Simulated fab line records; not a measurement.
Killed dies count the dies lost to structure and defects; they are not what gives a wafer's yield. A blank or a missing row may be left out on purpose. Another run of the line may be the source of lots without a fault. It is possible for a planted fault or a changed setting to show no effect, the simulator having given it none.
Check for tools in common ; flow gf180mcu ; 12 lots and 36 wafers in the sample

== REASON FOR OPENING ==
GF_PSD_TW_MEAS_11, reading PSD_TW: flagged on 2 of 12 lots. Wafers without a fault read 3181, standard deviation 26.
Rule: a lot is flagged when every wafer of it that has a number lies more than 4 standard deviations from that mean, or none has a number. All remaining lots are regarded as sound.

lot;measured;on;PSD_TW, wafer by wafer;flag
L512;day 14 10:23;film metro-04;3136 3145 3149;
L513;day 14 13:50;film metro-02;3184 3193 3202;
L515;day 15 08:11;film metro-01;3189 3182 3209;
L518;day 16 10:20;film metro-04;3149 3142 3154;
L519;day 16 20:37;film metro-01;3205 3199 3204;
L520;day 17 06:18;film metro-02;3219 3226 3229;
L521;day 17 11:14;film metro-04;3162 3166 3161;
L524;day 18 14:47;film metro-04;3150 3137 3151;
L527;day 19 16:42;film metro-01;2991 3001 2993;FLAGGED
L528;day 19 21:43;film metro-02;2990 3014 2993;FLAGGED
L532;day 21 08:10;film metro-01;3173 3188 3202;
L533;day 21 15:01;film metro-02;3191 3204 3192;
On average the flagged lots' numbers are 2997, which is -184 against the usual, or -7 standard deviations.

== EACH LOT AND THE TOOL IT RAN ON ==
2 process steps preceding the reading are held in the record, out of 602 steps in the route. Read each cell as the tool, then ch plus the chambers that the sampled wafers visited, then the start.
lot;flag;GF_PSD_IMPLANT_09;GF_PSD_STRIP_10
L512;;implanter-03 ch 0, day 14 10:10;plasma asher-02 ch 0,1, day 14 10:17
L513;;implanter-04 ch 0, day 14 13:36;plasma asher-02 ch 0,1, day 14 13:44
L515;;implanter-01 ch 0, day 15 07:58;plasma asher-03 ch 0,1, day 15 08:05
L518;;implanter-04 ch 0, day 16 10:05;plasma asher-01 ch 0,1, day 16 10:14
L519;;implanter-04 ch 0, day 16 20:23;plasma asher-01 ch 1, day 16 20:31
L520;;implanter-04 ch 0, day 17 06:05;plasma asher-01 ch 0,1, day 17 06:13
L521;;implanter-01 ch 0, day 17 10:56;plasma asher-02 ch 1, day 17 11:05
L524;;implanter-01 ch 0, day 18 14:32;plasma asher-02 ch 0,1, day 18 14:41
L527;FLAGGED;implanter-01 ch 0, day 19 16:29;plasma asher-03 ch 0,1, day 19 16:37
L528;FLAGGED;implanter-01 ch 0, day 19 21:29;plasma asher-03 ch 0,1, day 19 21:37
L532;;implanter-03 ch 0, day 21 07:55;plasma asher-03 ch 0, day 21 08:04
L533;;implanter-03 ch 0, day 21 14:46;plasma asher-01 ch 0,1, day 21 14:55
What is done by these steps:
- GF_PSD_IMPLANT_09
- GF_PSD_STRIP_10: strips in O2/N2.
- GF_PSD_TW_MEAS_11

== FLAGGED OVER TOTAL, TOOL BY TOOL (the gauges that took the reading come last) ==
step;tool;lots run;flagged;share of the flagged lots;sound lots run after its first flagged lot
GF_PSD_IMPLANT_09;implanter-01;5;2;all;0
GF_PSD_IMPLANT_09;implanter-03;3;0;none;-
GF_PSD_IMPLANT_09;implanter-04;4;0;none;-
GF_PSD_STRIP_10;plasma asher-01;4;0;none;-
GF_PSD_STRIP_10;plasma asher-02;4;0;none;-
GF_PSD_STRIP_10;plasma asher-03;4;2;all;1 (L532)
GF_PSD_TW_MEAS_11;film metro-01;4;1;some;1 (L532)
GF_PSD_TW_MEAS_11;film metro-02;4;1;some;1 (L533)
GF_PSD_TW_MEAS_11;film metro-04;4;0;none;-

== THE TABLE: WHAT IT ALLOWS ==
2 rows of the table ran every flagged lot: implanter-01 at GF_PSD_IMPLANT_09, plasma asher-03 at GF_PSD_STRIP_10.
- implanter-01 at GF_PSD_IMPLANT_09: 2 of its 5 lots flagged. Last sound lot L524 at day 18 14:32, first flagged lot L527 at day 19 16:29; a fault beginning in between fits. Its own readings lie more than 4 standard deviations out on every wafer of the flagged lots: beam energy keV.
- plasma asher-03 at GF_PSD_STRIP_10: 2 of its 4 lots flagged. After the first flagged lot (L532), sound lots still ran on it; a lasting fault on the whole tool would not permit that. Its own readings lie more than 4 standard deviations out on every wafer of the flagged lots: strip time to endpoint s.
implanter-01 at GF_PSD_IMPLANT_09 is the single tool remaining.

== WHAT THE SIMULATOR HAD PUT IN ==
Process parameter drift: implanter-01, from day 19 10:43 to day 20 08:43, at GF_PSD_IMPLANT_09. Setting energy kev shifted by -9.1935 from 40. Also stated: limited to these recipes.
Lots struck among those shown: L527, L528. The rule above found the same.
